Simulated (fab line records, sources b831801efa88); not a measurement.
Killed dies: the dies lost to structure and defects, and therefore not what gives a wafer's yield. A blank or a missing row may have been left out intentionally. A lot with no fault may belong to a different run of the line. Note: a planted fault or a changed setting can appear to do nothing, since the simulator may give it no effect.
fab line records	flow sfq_line
record: lots: 7	wafers: 21	last_day: 91
route steps=325 shown M1@62 I1@73 M2@88
lots with no fault: from the same line, run without faults
start_h: hours from the record's opening day to when the first of the lot's shown wafers began	wait_h: hours elapsed since this lot's preceding step	" identical to the entry in the row above	L1.1+2: several wafers, shown together as one row	- no value present, or no start provided	* or withheld: withheld	< > ~ a bound
route shown NAME@n: NAME is a module with steps in the file, n the number in the route of the first one	usual: mean/standard deviation of fault-free wafers	same: alike in all rows	chamber/n: place in a boat	sites: readings site by site	_std_site: the standard deviation of these	_edge_site: the outer-site mean with the inner-site mean subtracted	radius_mm: for every site, how far away it sits from the centre of the wafer	mask NAME#n: copy n	behind: the last tool/chamber to shape the wafer	hold: why the lot went on hold/how many hours it stayed there/how the hold came to an end	device: transistor that didn't switch, given as n, p or np	end of line: tests of these same wafers at the route's end	a step given without rows: its recipe and nothing more	killed: dies that structure and defects cost at the first sort, which is not the same as the wafer's yield	map: per-die view of a wafer (x killed, . not killed, _ where there is no die)
set.NAME: setting as actually run; set.NAME@STEP: the setting as run at that earlier step	model.NAME: the simulator's own value behind a step, which no gauge read
a table for each step, a row for each wafer; lots at some steps of the route
services: from which hour (start_h, from the record's first day; less than 0 if before it) a tool's chamber was out of use, for how many hours, and why
== steps ==
step: SFQ_TRILAYER_M1_LITHO_COAT_044
recipe: resist: BARC	spin_rpm: 3000	resist_thk_nm: 62
step: SFQ_TRILAYER_M1_LITHO_COAT_039
recipe: resist: KrF	spin_rpm: 3000	resist_thk_nm: 600
step: SFQ_TRILAYER_M1_LITHO_SOFTBAKE_043
recipe: temp_c: withheld	time_s: withheld	resist: KrF
step: SFQ_TRILAYER_M1_LITHO_EXPOSE_040
recipe: mask_id: M1	na: 0.6	source_shape: conventional	sigma_outer: 0.65	target_cd_nm: 500	dose_mj: 14.4
step: SFQ_TRILAYER_M1_LITHO_PEB_042
recipe: peb_temp_c: 115	peb_time_s: 60	resist: KrF
step: SFQ_TRILAYER_M1_LITHO_DEVELOP_041
recipe: time_s: 60	resist: KrF
step: SFQ_M1_OVL_MEAS_911
usual: M1_OVL: -3/6.7
lot.wafer	tool	chamber	start_h	wait_h	M1_OVL[nm]
L898.2	overlay-01	-	624.71	0.1	-7
L898.3	"	-	"	"	-6
L898.5	"	-	"	"	-5
L899.1	overlay-02	-	628.31	0.1	-7
L899.2	"	-	"	"	-1
L899.5	"	-	"	"	-2
L905.1	overlay-01	-	682.43	0.1	-16
L905.3	"	-	"	"	-13
L905.5	"	-	"	"	-17
L914.1	overlay-02	-	760.46	0.1	-4
L914.3	"	-	"	"	-1
L914.5	"	-	"	"	-1
L915.1	overlay-01	-	766.46	0.1	-1
L915.5	"	-	"	"	3
L915.6	"	-	"	"	-2
L916.2	overlay-01	-	787.98	0.1	0
L916.3	"	-	"	"	-3
L916.4	"	-	"	"	-3
L917.1	overlay-01	-	802.50	0.1	2
L917.4	"	-	"	"	-1
L917.6	"	-	"	"	-2
step: SFQ_TRILAYER_M1_BARC_OPEN_METAL_ETCH_054
recipe: mask_material: PR	chemistry: O2	target_depth_nm: 125	target: BARC	icp_w: 600	bias_w: 80	pressure_mtorr: 10	time_s: 41.7
usual: drypump_motor_current_A: 6.0/0.49	oes_product_au: 0.686/0.0045
lot.wafer	tool	chamber	start_h	wait_h	drypump_motor_current_A	oes_product_au	rf_hours_counter_h
L898.2	rie_metal-02	1	624.74	0.0	5.1	0.686	52
L898.3	"	1	"	"	5.0	0.691	-
L898.5	"	0	"	"	6.3	0.689	-
L899.1	rie_metal-02	1	628.34	0.0	5.1	0.689	53
L899.2	"	0	"	"	6.3	0.691	122
L899.5	"	1	"	"	5.1	0.681	-
L905.1	rie_metal-02	0	682.47	0.0	6.3	0.690	129
L905.3	"	1	"	"	5.1	0.685	-
L905.5	"	0	"	"	6.3	0.686	-
L914.1	rie_metal-04	1	760.50	0.0	6.2	0.688	46
L914.3	"	1	"	"	6.2	0.684	-
L914.5	"	1	"	"	6.2	0.687	-
L915.1	rie_metal-04	0	766.50	0.0	6.2	0.683	105
L915.5	"	1	"	"	6.2	0.689	-
L915.6	"	0	"	"	6.1	0.685	-
L916.2	rie_metal-01	0	788.01	0.0	5.5	0.689	43
L916.3	"	1	"	"	6.6	0.693	-
L916.4	"	0	"	"	5.5	0.696	-
L917.1	rie_metal-02	1	802.54	0.0	5.1	0.687	76
L917.4	"	1	"	"	5.1	0.685	-
L917.6	"	1	"	"	5.1	0.680	-
step: SFQ_TRILAYER_M1_ETCH_METAL_ETCH_042
recipe: target: Nb	stop_on: SiO2	mask_material: PR	chemistry: Cl2/Ar	target_depth_nm: 240	icp_w: 616.5	bias_w: 80	pressure_mtorr: 10	time_s: 120
step: SFQ_TRILAYER_M1_STRIP_STRIP_043
recipe: gas: O2	power_w: 200	platen_temp_c: 40	overash_fraction: 0.65	chemistry: O2	pressure_mtorr: 50
usual: drypump_motor_current_A: 6.0/0.49	oes_product_au: 1.006/0.0098
lot.wafer	tool	chamber	start_h	wait_h	drypump_motor_current_A	oes_product_au	rf_hours_counter_h
L898.2	rie_metal-02	1	624.93	0.1	5.1	1.005	53
L898.3	"	1	"	"	5.1	1.016	-
L898.5	"	0	"	"	6.3	0.998	-
L899.1	rie_metal-02	1	628.53	0.1	5.1	1.012	53
L899.2	"	0	"	"	6.3	0.996	122
L899.5	"	1	"	"	5.1	1.004	-
L905.1	rie_metal-02	0	682.65	0.1	6.3	1.001	129
L905.3	"	1	"	"	5.1	1.010	-
L905.5	"	0	"	"	6.3	0.995	-
L914.1	rie_metal-04	1	760.68	0.1	6.2	1.017	46
L914.3	"	1	"	"	6.2	1.014	-
L914.5	"	1	"	"	6.2	1.022	-
L915.1	rie_metal-04	0	766.68	0.1	6.2	0.998	105
L915.5	"	1	"	"	6.2	1.011	-
L915.6	"	0	"	"	6.2	1.000	-
L916.2	rie_metal-01	0	788.20	0.1	5.5	1.005	43
L916.3	"	1	"	"	6.6	0.999	-
L916.4	"	0	"	"	5.5	1.002	-
L917.1	rie_metal-02	1	802.91	0.2	5.1	1.007	76
L917.4	"	1	"	"	5.1	1.012	-
L917.6	"	1	"	"	5.1	1.011	-
step: SFQ_TRILAYER_M1_STRIP_SOLV_CLEAN_044
recipe: chemistry: NMP	temp_c: 70	time_s: 600
step: SFQ_TRILAYER_I1_DEP_PECVD_045
recipe: material: SiO2	temp_c: 150	time_s: 111.11	pressure_torr: 2.4	rf_w: 183.3	precursor: SiH4/N2O	target_thk_nm: 500
usual: chamber_pressure_Torr: 2.400/0.0052	heater_power_outer_w: 30/6.3	heater_power_w: 82/9.8	throttle_valve_pct: 24.3/1.2
lot.wafer	tool	chamber	start_h	wait_h	chamber_pressure_Torr	heater_power_outer_w	heater_power_w	throttle_valve_pct
L898.2	pecvd-01	2	625.70	0.0	2.403	32	85	26.0
L898.3	"	2	"	"	2.402	33	89	26.1
L898.5	"	0	"	"	2.401	32	90	26.7
L899.1	pecvd-04	2	629.30	0.0	2.392	16	77	23.0
L899.2	"	1	"	"	2.399	38	88	22.7
L899.5	"	1	"	"	2.404	26	72	22.9
L905.1	pecvd-04	1	683.43	0.0	2.403	32	78	23.2
L905.3	"	2	"	"	2.400	19	80	23.1
L905.5	"	1	"	"	2.402	34	81	23.3
L914.1	pecvd-01	0	761.47	0.0	-	-	-	-
L914.3	"	2	"	"	-	-	-	-
L914.5	"	1	"	"	-	-	-	-
L915.1	pecvd-04	0	767.47	0.0	-	-	-	-
L915.5	"	0	"	"	-	-	-	-
L915.6	"	2	"	"	-	-	-	-
L916.2	pecvd-04	0	788.97	0.0	-	-	-	-
L916.3	"	0	"	"	-	-	-	-
L916.4	"	1	"	"	-	-	-	-
L917.1	pecvd-01	0	804.28	0.0	2.398	37	95	26.4
L917.4	"	1	"	"	2.402	34	95	24.9
L917.6	"	0	"	"	2.399	39	99	26.4
step: SFQ_TRILAYER_I1_CMP_CMP_046
recipe: material: SiO2	down_force_psi: 3	platen_rpm: 60	pad_velocity_m_s: 0.94248
step: SFQ_I1_BOW_MEAS_912
recipe: mode: bow
usual: I1_BOW: 2/7
lot.wafer	tool	chamber	start_h	wait_h	I1_BOW[um]
L898.2	film_metro-03	-	635.74	1.0	-3
L898.3	"	-	"	"	9
L898.5	"	-	"	"	-1
L899.1	film_metro-04	-	641.55	1.0	-12
L899.2	"	-	"	"	2
L899.5	"	-	"	"	-7
L905.1	film_metro-02	-	686.51	2.5	10
L905.3	"	-	"	"	-1
L905.5	"	-	"	"	11
L914.1	film_metro-04	-	771.52	2.5	-1
L914.3	"	-	"	"	5
L914.5	"	-	"	"	1
L915.1	film_metro-02	-	774.81	2.0	-7
L915.5	"	-	"	"	-6
L915.6	"	-	"	"	1
L916.2	film_metro-04	-	798.54	1.0	1
L916.3	"	-	"	"	-3
L916.4	"	-	"	"	3
L917.1	film_metro-03	-	813.60	1.0	0
L917.4	"	-	"	"	8
L917.6	"	-	"	"	13
step: SFQ_TRILAYER_I1_METRO_MEASURE_047
lot.wafer	tool	chamber	start_h	wait_h
L898.2+3+5	film_metro-03	-	636.04	0.3
L899.1+2+5	film_metro-04	-	641.67	0.1
L905.1+3+5	film_metro-02	-	686.63	0.1
L914.1+3+5	film_metro-04	-	771.64	0.1
L915.1+5+6	film_metro-02	-	774.93	0.1
L916.2+3+4	film_metro-04	-	798.84	0.3
L917.1+4+6	film_metro-03	-	813.72	0.1
step: SFQ_TRILAYER_I1_VIA_LITHO_COAT_054
recipe: resist: BARC	spin_rpm: 3000	resist_thk_nm: 62
step: SFQ_TRILAYER_I1_VIA_LITHO_COAT_049
recipe: resist: KrF	spin_rpm: 3000	resist_thk_nm: 650
step: SFQ_TRILAYER_I1_VIA_LITHO_SOFTBAKE_053
recipe: temp_c: withheld	time_s: withheld	resist: KrF
step: SFQ_TRILAYER_I1_VIA_LITHO_EXPOSE_050
recipe: mask_id: I1	na: 0.6	source_shape: conventional	sigma_outer: 0.65	target_cd_nm: 500	dose_mj: 21.3
step: SFQ_TRILAYER_I1_VIA_LITHO_PEB_052
recipe: peb_temp_c: 115	peb_time_s: 60	resist: KrF
step: SFQ_TRILAYER_I1_VIA_LITHO_DEVELOP_051
recipe: time_s: 60	resist: KrF
step: SFQ_I1_OVL_MEAS_913
usual: I1_OVL: 0/5.7
lot.wafer	tool	chamber	start_h	wait_h	I1_OVL[nm]
L898.2	overlay-01	-	641.17	0.1	10
L898.3	"	-	"	"	2
L898.5	"	-	"	"	6
L899.1	overlay-02	-	645.78	0.1	9
L899.2	"	-	"	"	-5
L899.5	"	-	"	"	3
L905.1	overlay-02	-	690.15	0.1	0
L905.3	"	-	"	"	-6
L905.5	"	-	"	"	-1
L914.1	overlay-01	-	775.09	0.1	1
L914.3	"	-	"	"	-2
L914.5	"	-	"	"	0
L915.1	overlay-02	-	778.38	0.1	-4
L915.5	"	-	"	"	-8
L915.6	"	-	"	"	-1
L916.2	overlay-02	-	807.61	0.1	-4
L916.3	"	-	"	"	0
L916.4	"	-	"	"	0
L917.1	overlay-01	-	817.95	0.1	-1
L917.4	"	-	"	"	-11
L917.6	"	-	"	"	-2
step: SFQ_TRILAYER_I1_VIA_BARC_OPEN_VIA_ETCH_071
recipe: mask_material: PR	chemistry: O2	target_depth_nm: 125	target: BARC	source_w: 500	bias_w: 80	pressure_mtorr: 30	time_s: 41.7
step: SFQ_TRILAYER_I1_VIA_ETCH_VIA_ETCH_052
recipe: target: SiO2	stop_on: Nb	mask_material: PR	taper_deg: 20	chemistry: CHF3	target_depth_nm: 260	source_w: 500	bias_w: 80	pressure_mtorr: 30	time_s: withheld
usual: drypump_motor_current_A: 5.7/0.6	oes_product_au: 0.855/0.0048
lot.wafer	tool	chamber	start_h	wait_h	drypump_motor_current_A	oes_product_au	model.etch.depth_nm
L898.2	rie_diel-03	2	641.23	0.0	5.7	0.856	200.5
L898.3	"	3	"	"	5.8	0.855	199.7
L898.5	"	3	"	"	5.8	0.860	199.7
L899.1	rie_diel-04	3	645.86	0.0	6.1	0.857	199.1
L899.2	"	2	"	"	6.5	0.857	200.4
L899.5	"	0	"	"	5.7	0.864	201.2
L905.1	rie_diel-04	3	690.22	0.0	6.1	0.852	201.1
L905.3	"	0	"	"	5.7	0.865	200.7
L905.5	"	1	"	"	4.7	0.849	200.5
L914.1	rie_diel-04	1	775.16	0.0	4.7	0.373	0
L914.3	"	3	"	"	6.1	0.373	0
L914.5	"	2	"	"	6.5	0.372	0
L915.1	rie_diel-02	3	778.45	0.0	6.1	0.373	0
L915.5	"	0	"	"	6.0	0.375	0
L915.6	"	3	"	"	6.1	0.375	0
L916.2	rie_diel-04	0	807.68	0.0	5.7	0.373	0
L916.3	"	2	"	"	6.6	0.374	0
L916.4	"	3	"	"	6.1	0.378	0
L917.1	rie_diel-04	2	818.03	0.0	6.5	0.855	198.9
L917.4	"	3	"	"	6.1	0.851	198.7
L917.6	"	2	"	"	6.5	0.848	200
step: SFQ_TRILAYER_I1_VIA_STRIP_STRIP_053
recipe: gas: O2	power_w: 200	platen_temp_c: 40	overash_fraction: 0.65	chemistry: O2	pressure_mtorr: 50
step: SFQ_TRILAYER_I1_VIA_STRIP_SOLV_CLEAN_054
recipe: chemistry: NMP	temp_c: 70	time_s: 600
step: SFQ_TRILAYER_M2_DEP_PRE_CLEAN_056
recipe: gas: Ar	time_s: 22.5	bias_v: 250
step: SFQ_TRILAYER_M2_DEP_SPUTTER_055
recipe: material: Nb	base_pressure_pa: 1.33e-06	chamber_pressure_pa: 0.1333	substrate_temp_c: 20	resputter_cathode_voltage_v: 400	target_thk_nm: 200	power_w: 2000	time_s: 133.3
usual: throttle_valve_pct: 30.6/0.67
lot.wafer	tool	chamber	start_h	wait_h	throttle_valve_pct
L898.2	pvd_sputter-03	-	642.15	0.0	31.2
L898.3	"	-	"	"	31.3
L898.5	"	-	"	"	31.0
L899.1	pvd_sputter-05	-	646.77	0.0	31.9
L899.2	"	-	"	"	29.6
L899.5	"	-	"	"	32.0
L905.1	pvd_sputter-03	-	691.14	0.0	30.9
L905.3	"	-	"	"	30.5
L905.5	"	-	"	"	31.1
L914.1	pvd_sputter-03	-	776.08	0.0	30.5
L914.3	"	-	"	"	31.3
L914.5	"	-	"	"	30.4
L915.1	pvd_sputter-06	-	779.37	0.0	30.8
L915.5	"	-	"	"	30.7
L915.6	"	-	"	"	29.8
L916.2	pvd_sputter-03	-	809.37	0.0	30.7
L916.3	"	-	"	"	31.1
L916.4	"	-	"	"	31.0
L917.1	pvd_sputter-03	-	818.94	0.0	31.0
L917.4	"	-	"	"	30.3
L917.6	"	-	"	"	30.8
step: SFQ_M2_RS_MEAS_914
recipe: thk_meas_gauge: four-point-probe	reads: Nb_of_TRILAYER_M2_DEP_SPUTTER_055
usual: M2_NB_RS: 0.889/0.0082
lot.wafer	tool	chamber	start_h	wait_h	M2_NB_RS[ohm/sq]
L898.2	film_metro-03	-	642.26	0.1	0.894
L898.3	"	-	"	"	0.891
L898.5	"	-	"	"	0.890
L899.1	film_metro-01	-	646.86	0.0	0.887
L899.2	"	-	"	"	0.885
L899.5	"	-	"	"	0.889
L905.1	film_metro-01	-	691.23	0.0	0.905
L905.3	"	-	"	"	0.901
L905.5	"	-	"	"	0.897
L914.1	film_metro-04	-	776.17	0.0	0.888
L914.3	"	-	"	"	0.874
L914.5	"	-	"	"	0.887
L915.1	film_metro-03	-	779.46	0.0	0.882
L915.5	"	-	"	"	0.895
L915.6	"	-	"	"	0.884
L916.2	film_metro-01	-	809.48	0.1	0.906
L916.3	"	-	"	"	0.899
L916.4	"	-	"	"	0.892
L917.1	film_metro-01	-	819.03	0.0	0.900
L917.4	"	-	"	"	0.906
L917.6	"	-	"	"	0.909
step: SFQ_TRILAYER_M2_LITHO_COAT_062
recipe: resist: BARC	spin_rpm: 3000	resist_thk_nm: 62
step: SFQ_TRILAYER_M2_LITHO_COAT_057
recipe: resist: KrF	spin_rpm: 3042	resist_thk_nm: 600
step: SFQ_TRILAYER_M2_LITHO_SOFTBAKE_061
recipe: temp_c: withheld	time_s: withheld	resist: KrF
step: SFQ_TRILAYER_M2_LITHO_EXPOSE_058
recipe: mask_id: M2	na: 0.6	source_shape: conventional	sigma_outer: 0.65	target_cd_nm: 500	dose_mj: 14.4
usual: exposure_dose_mJ_cm2: 14.401/0.012	focus_offset_nm: 0.0/0.54
lot.wafer	tool	chamber	start_h	wait_h	mask	exposure_dose_mJ_cm2	focus_offset_nm
L898.2	krf_scanner-02	0	775.96	-	M2#0	14.407	0.7
L898.3	"	0	"	"	M2#0	14.407	1.1
L898.5	"	0	"	"	M2#0	14.401	0.7
L899.1	krf_scanner-01	0	782.88	-	M2#0	14.384	-0.1
L899.2	"	0	"	"	M2#0	14.398	0.1
L899.5	"	0	"	"	M2#0	14.386	0.7
L905.1	krf_scanner-02	0	844.20	-	M2#0	14.404	1.1
L905.3	"	0	"	"	M2#0	14.405	0.2
L905.5	"	0	"	"	M2#0	14.392	1.5
L914.1	krf_scanner-02	-	918.06	-	M2#0	-	-
L914.3	"	-	"	"	M2#0	-	-
L914.5	"	-	"	"	M2#0	-	-
L915.1	krf_scanner-02	-	919.26	-	M2#0	-	-
L915.5	"	-	"	"	M2#0	-	-
L915.6	"	-	"	"	M2#0	-	-
L916.2	krf_scanner-02	-	941.06	-	M2#0	-	-
L916.3	"	-	"	"	M2#0	-	-
L916.4	"	-	"	"	M2#0	-	-
L917.1	krf_scanner-01	0	952.38	-	M2#0	14.414	-0.8
L917.4	"	0	"	"	M2#0	14.419	0.6
L917.6	"	0	"	"	M2#0	14.409	0.0
step: SFQ_TRILAYER_M2_LITHO_PEB_060
recipe: peb_temp_c: 115	peb_time_s: 60	resist: KrF
step: SFQ_TRILAYER_M2_LITHO_DEVELOP_059
recipe: time_s: 60	resist: KrF
step: SFQ_M2_OVL_MEAS_916
usual: M2_OVL: -5/7.4
lot.wafer	tool	chamber	start_h	wait_h	M2_OVL[nm]
L898.2	overlay-01	-	777.27	0.1	0
L898.3	"	-	"	"	-1
L898.5	"	-	"	"	0
L899.1	overlay-02	-	784.38	0.1	2
L899.2	"	-	"	"	1
L899.5	"	-	"	"	-2
L905.1	overlay-02	-	845.70	0.1	-8
L905.3	"	-	"	"	-6
L905.5	"	-	"	"	-5
L914.1	overlay-02	-	919.56	0.1	-
L914.3	"	-	"	"	-
L914.5	"	-	"	"	-
L915.1	overlay-02	-	920.76	0.1	-
L915.5	"	-	"	"	-
L915.6	"	-	"	"	-
L916.2	overlay-02	-	942.37	0.1	-
L916.3	"	-	"	"	-
L916.4	"	-	"	"	-
L917.1	overlay-01	-	953.88	0.1	-5
L917.4	"	-	"	"	-14
L917.6	"	-	"	"	-9
step: SFQ_TRILAYER_M2_BARC_OPEN_METAL_ETCH_077
recipe: mask_material: PR	chemistry: O2	target_depth_nm: 125	target: BARC	icp_w: 600	bias_w: 80	pressure_mtorr: 10	time_s: 41.7
usual: drypump_motor_current_A: 5.7/0.49	oes_product_au: 0.685/0.0049
lot.wafer	tool	chamber	start_h	wait_h	drypump_motor_current_A	oes_product_au	rf_hours_counter_h
L898.2	rie_metal-04	1	777.30	0.0	6.2	0.680	49
L898.3	"	1	"	"	6.2	0.690	-
L898.5	"	0	"	"	6.2	0.680	-
L899.1	rie_metal-04	0	784.41	0.0	6.2	0.691	107
L899.2	"	1	"	"	6.2	0.681	50
L899.5	"	0	"	"	6.2	0.687	-
L905.1	rie_metal-04	0	845.74	0.0	6.2	0.686	117
L905.3	"	0	"	"	6.2	0.682	-
L905.5	"	1	"	"	6.2	0.685	-
L914.1	rie_metal-04	0	919.60	0.0	6.2	0.679	128
L914.3	"	1	"	"	6.2	0.687	-
L914.5	"	1	"	"	6.2	0.688	-
L915.1	rie_metal-02	0	920.80	0.0	6.3	0.679	16
L915.5	"	0	"	"	6.3	0.680	-
L915.6	"	1	"	"	5.1	0.678	-
L916.2	rie_metal-03	1	942.40	0.0	5.3	0.689	74
L916.3	"	0	"	"	5.5	0.682	-
L916.4	"	1	"	"	5.2	0.694	-
L917.1	rie_metal-04	1	953.92	0.0	6.2	0.685	76
L917.4	"	1	"	"	6.2	0.680	-
L917.6	"	1	"	"	6.2	0.682	-
step: SFQ_TRILAYER_M2_ETCH_METAL_ETCH_060
recipe: target: Nb	stop_on: SiO2	mask_material: PR	chemistry: Cl2/Ar	target_depth_nm: 240	icp_w: 600	bias_w: 80	pressure_mtorr: 10	time_s: 120
usual: drypump_motor_current_A: 5.7/0.49	oes_product_au: 0.894/0.006
lot.wafer	tool	chamber	start_h	wait_h	drypump_motor_current_A	oes_product_au	rf_hours_counter_h	model.M2.cd_nm
L898.2	rie_metal-04	1	777.35	0.0	6.3	0.894	49	499.4
L898.3	"	1	"	"	6.2	0.888	-	499.1
L898.5	"	0	"	"	6.2	0.889	-	497.3
L899.1	rie_metal-04	0	784.47	0.0	6.2	0.903	107	498.2
L899.2	"	1	"	"	6.2	0.895	50	501.6
L899.5	"	0	"	"	6.2	0.897	-	498.2
L905.1	rie_metal-04	0	845.80	0.0	6.2	0.884	117	499.8
L905.3	"	0	"	"	6.1	0.889	-	498.3
L905.5	"	1	"	"	6.2	0.892	-	499.8
L914.1	rie_metal-04	0	919.66	0.0	6.2	0.897	128	-
L914.3	"	1	"	"	6.2	0.901	-	-
L914.5	"	1	"	"	6.2	0.893	-	-
L915.1	rie_metal-02	0	920.86	0.0	6.3	0.903	16	-
L915.5	"	0	"	"	6.3	0.881	-	2.15
L915.6	"	1	"	"	5.1	0.893	-	-
L916.2	rie_metal-03	1	942.46	0.0	5.2	0.883	74	3.1
L916.3	"	0	"	"	5.4	0.889	-	-
L916.4	"	1	"	"	5.3	0.889	-	-
L917.1	rie_metal-04	1	953.98	0.0	6.2	0.886	76	496.5
L917.4	"	1	"	"	6.2	0.889	-	499.4
L917.6	"	1	"	"	6.2	0.882	-	497
step: SFQ_TRILAYER_M2_STRIP_STRIP_061
recipe: gas: O2	power_w: 200	platen_temp_c: 40	overash_fraction: 0.65	chemistry: O2	pressure_mtorr: 50
usual: drypump_motor_current_A: 5.7/0.49	oes_product_au: 1.002/0.01
lot.wafer	tool	chamber	start_h	wait_h	drypump_motor_current_A	oes_product_au	rf_hours_counter_h
L898.2	rie_metal-04	1	777.48	0.1	6.2	1.011	49
L898.3	"	1	"	"	6.2	1.013	-
L898.5	"	0	"	"	6.2	1.002	-
L899.1	rie_metal-04	0	784.60	0.1	6.2	0.997	107
L899.2	"	1	"	"	6.2	1.016	50
L899.5	"	0	"	"	6.2	0.993	-
L905.1	rie_metal-04	0	845.92	0.1	6.2	1.005	117
L905.3	"	0	"	"	6.2	1.012	-
L905.5	"	1	"	"	6.2	1.017	-
L914.1	rie_metal-04	0	919.78	0.1	6.1	0.995	128
L914.3	"	1	"	"	6.2	1.019	-
L914.5	"	1	"	"	6.2	0.998	-
L915.1	rie_metal-02	0	920.98	0.1	6.3	0.993	17
L915.5	"	0	"	"	6.3	1.003	-
L915.6	"	1	"	"	5.1	1.014	-
L916.2	rie_metal-03	1	942.58	0.1	5.3	0.997	74
L916.3	"	0	"	"	5.5	0.992	-
L916.4	"	1	"	"	5.2	0.991	-
L917.1	rie_metal-04	1	954.10	0.1	6.2	1.003	76
L917.4	"	1	"	"	6.2	1.018	-
L917.6	"	1	"	"	6.2	1.008	-
== services ==
tool	chamber	start_h	hours	kind
rie_metal-04	-	602.17	0.3	repair
krf_scanner-02	-	606.39	6.1	repair
krf_scanner-02	-	612.51	1.0	pm
krf_scanner-02	-	613.51	1.3	pm
rie_diel-04	3	618.32	2.1	repair
krf_scanner-02	-	624.88	0.3	repair
rie_metal-02	-	641.13	10.0	pm
rie_diel-04	1	641.79	9.4	repair
krf_scanner-02	-	661.61	4.4	pm
rie_metal-04	0	667.27	3.8	repair
rie_metal-04	-	673.15	1.4	pm
rie_diel-04	0	699.71	5.8	repair
krf_scanner-02	-	720.78	0.8	pm
pvd_sputter-03	-	724.75	2.4	repair
pvd_sputter-03	-	737.84	5.4	repair
pvd_sputter-03	-	748.91	6.1	repair
krf_scanner-02	-	776.96	1.0	pm
rie_diel-04	1	786.04	30.3	repair
krf_scanner-02	-	788.03	1.3	pm
rie_metal-04	-	789.94	2.1	repair
krf_scanner-02	-	865.80	6.0	pm
krf_scanner-02	-	881.40	4.0	pm
krf_scanner-02	-	889.02	0.8	pm
rie_metal-04	-	922.10	1.0	repair
== key ==
first_sign: step: SFQ_TRILAYER_I1_DEP_PECVD_045	reading: tool_record	direction: missing
effect: step: SFQ_TRILAYER_I1_VIA_ETCH_VIA_ETCH_052	reading: oes_product_au	direction: down	sigmas: 99+	usual: 0.855	struck: 0.374
effect: step: SFQ_TRILAYER_M2_LITHO_EXPOSE_058	reading: tool_record	direction: missing
effect: step: SFQ_M2_OVL_MEAS_916	reading: M2_OVL	direction: missing
model_effect: step: SFQ_TRILAYER_I1_VIA_ETCH_VIA_ETCH_052	value: etch.depth_nm	without: 200.3	struck: 0
model_effect: step: SFQ_TRILAYER_M2_ETCH_METAL_ETCH_060	value: M2.cd_nm	without: 503.1	struck: 2.625
met_at SFQ_TRILAYER_I1_DEP_PECVD_045
struck_wafers L914.1,L914.3,L914.5,L915.1,L915.5,L915.6,L916.2,L916.3,L916.4
onset_between 683.43 761.47
fault: kind: skipped_step_whole	tool: pecvd-01,pecvd-04	chamber: -	onset_h: 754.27	steps: SFQ_TRILAYER_I1_DEP_PECVD_045	scope: struck_lots_only
